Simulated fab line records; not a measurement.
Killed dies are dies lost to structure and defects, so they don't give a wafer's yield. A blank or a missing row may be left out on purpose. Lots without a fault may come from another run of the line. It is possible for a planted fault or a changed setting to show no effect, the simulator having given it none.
Struck lot and sound lot, side by side + flow sky130 + 18 steps out of a route of 708
Sound: the wafers L792.1, L792.5, L792.6. Struck: wafer L808.6 (left out: L808.1, L808.3 of the same lot, which were not struck); the cause appears at the end.
Order at every step that has rows: each side's tool, ch and its chambers, its first start. Under that, the readings that differ: sound wafers + struck wafers + difference of the means + sigmas: that difference in standard deviations of wafers without a fault.
alike: readings whose means differ by less than 2 such deviations, and words and numbers that are the same on both sides. not compared: withheld readings, readings that some wafer has no value for, bounds like >300 that may hide the same value, and numbers for which the record gives no deviation and whose values overlap.
Wherever a step has rows on one side only, a row that says differs or no value, or a row with sigmas, the two part there. Non-overlapping numbers with no deviation appear without sigmas and do not part them. A reading that every wafer of one side lacks parts them only if that side has two wafers or more.

first, 2 steps without rows for these wafers: SKY_CONTACT_PEB_12; SKY_CONTACT_DEVELOP_13 (develop time 60 s).
SKY_CONTACT_CD_MEAS_14: target cd 170 nm.
  sound: cd sem-01 at day 32 19:00; struck: cd sem-02 at day 36 17:33
  alike: cd nm
SKY_CONTACT_OVL_MEAS_15:
  sound: overlay-01 at day 32 19:07; struck: overlay-01 at day 36 17:40
| reading          | sound    | struck | difference | sigmas |
|------------------|----------|--------|------------|--------|
| CONTACT_OVL (nm) | 15 14 12 | -9     | -23        | -3     |
SKY_CONTACT_ETCH_16: etches BARC in N2/H2, stops on SiO2, time 45.9 s, target depth 60 nm.
  sound on rie diel-03 ch 0,1,2, day 32 19:10; struck on rie diel-03 ch 3, day 36 17:43
  alike: chamber pressure mTorr, drypump motor current A, h2 flow sccm, oes product au, throttle valve pct
  not compared: rf hours counter h
SKY_CONTACT_ETCH_17: etches SiO2 in C4F8/O2/Ar, stops on Si3N4, target depth 340 nm.
  sound on rie diel-03 ch 0,1,2, day 32 19:12; struck on rie diel-03 ch 3, day 36 17:45
  alike: chamber pressure mTorr, oes product au
then, 1 step without rows for these wafers: SKY_CONTACT_ETCH_18 (etches Si3N4 in CHF3/O2, stops on TiN, time 39 s, target depth 75 nm).
SKY_CONTACT_STRIP_19: strips in O2/N2.
  sound on plasma asher-03 ch 0,1, day 32 19:17; struck on plasma asher-03 ch 0, day 36 17:50
| reading                      | sound          | struck | difference | sigmas |
|------------------------------|----------------|--------|------------|--------|
| strip time to endpoint s (s) | 3.63 3.60 3.70 | 3.57   | -0.07      | -2     |
  alike: chamber pressure mTorr, drypump motor current A, oes product au
  not compared: rf hours counter h
then, 3 steps without rows for these wafers: SKY_CONTACT_STRIP_20 (strips in post etch residue remover, time 1200 s); SKY_CONTACT_CLEAN_21 (cleans in IPA, time 180 s); SKY_CONTACT_CLEAN_22 (cleans in O3/DIW).
SKY_CONTACT_SPUTTER_23: material TiN, target thk 20 nm, time 80 s.
  sound: pvd sputter-01 at day 32 19:53; struck: pvd sputter-02 at day 36 18:26
  alike: throttle valve pct
SKY_CONTACT_CVD_24: deposits W, target thk 340 nm, time 102.12 s.
  sound on cvd w-01 ch 0,1, day 32 19:56; struck on cvd w-01 ch 1, day 36 18:29
| reading                               | sound           | struck | difference | sigmas |
|---------------------------------------|-----------------|--------|------------|--------|
| model.W_of_CONTACT_CVD_24.thk nm (nm) | 336.4 336 337.1 | 503.8  | +167.3     |        |
  alike: heater power w
SKY_CONTACT_RS_MEAS_25: measures by four-point-probe.
  sound: film metro-04 at day 32 20:03; struck: film metro-04 at day 36 18:36
| reading               | sound             | struck | difference | sigmas |
|-----------------------|-------------------|--------|------------|--------|
| CONTACT_W_RS (ohm/sq) | 0.341 0.342 0.341 | 0.227  | -0.114     | -31    |
SKY_CONTACT_THK_MEAS_26: measures by xrf.
  sound: film metro-04 at day 32 20:10; struck: film metro-04 at day 36 18:43
| reading            | sound       | struck | difference | sigmas |
|--------------------|-------------|--------|------------|--------|
| CONTACT_W_THK (nm) | 347 345 346 | 527    | +181       | +33    |
SKY_CONTACT_CMP_27: polishes, stops on SiO2, t overpolish 15 s, target thk 0 nm.
  sound on cmp-01 ch 0,2,3, day 32 20:20; struck on cmp-02 ch 0, day 36 18:49
| reading                | sound    | struck | difference | sigmas |
|------------------------|----------|--------|------------|--------|
| time to endpoint s (s) | 78 80 78 | 119    | +40        | +11    |
  alike: motor current A
SKY_METAL1_SPUTTER_00: material Ti, target thk 15 nm, time 10 s.
  sound: pvd sputter-03 at day 32 20:32; struck: pvd sputter-02 at day 36 19:07
  alike: throttle valve pct
-- the record jumps here: 13 days lie between the struck wafers' starts before and after (it left off in module METAL1 and takes up again in module PAD_OPEN, whose first step shown is number 708 of the route) --
SKY_PAD_OPEN_PROBE_99:
  the record has rows for the struck wafers here (prober-01, day 49 14:10) and none for the sound ones

== WHERE THEY PART ==
First at SKY_CONTACT_OVL_MEAS_15; last, within this record, at SKY_PAD_OPEN_PROBE_99.

WHY: the cause the simulator had injected
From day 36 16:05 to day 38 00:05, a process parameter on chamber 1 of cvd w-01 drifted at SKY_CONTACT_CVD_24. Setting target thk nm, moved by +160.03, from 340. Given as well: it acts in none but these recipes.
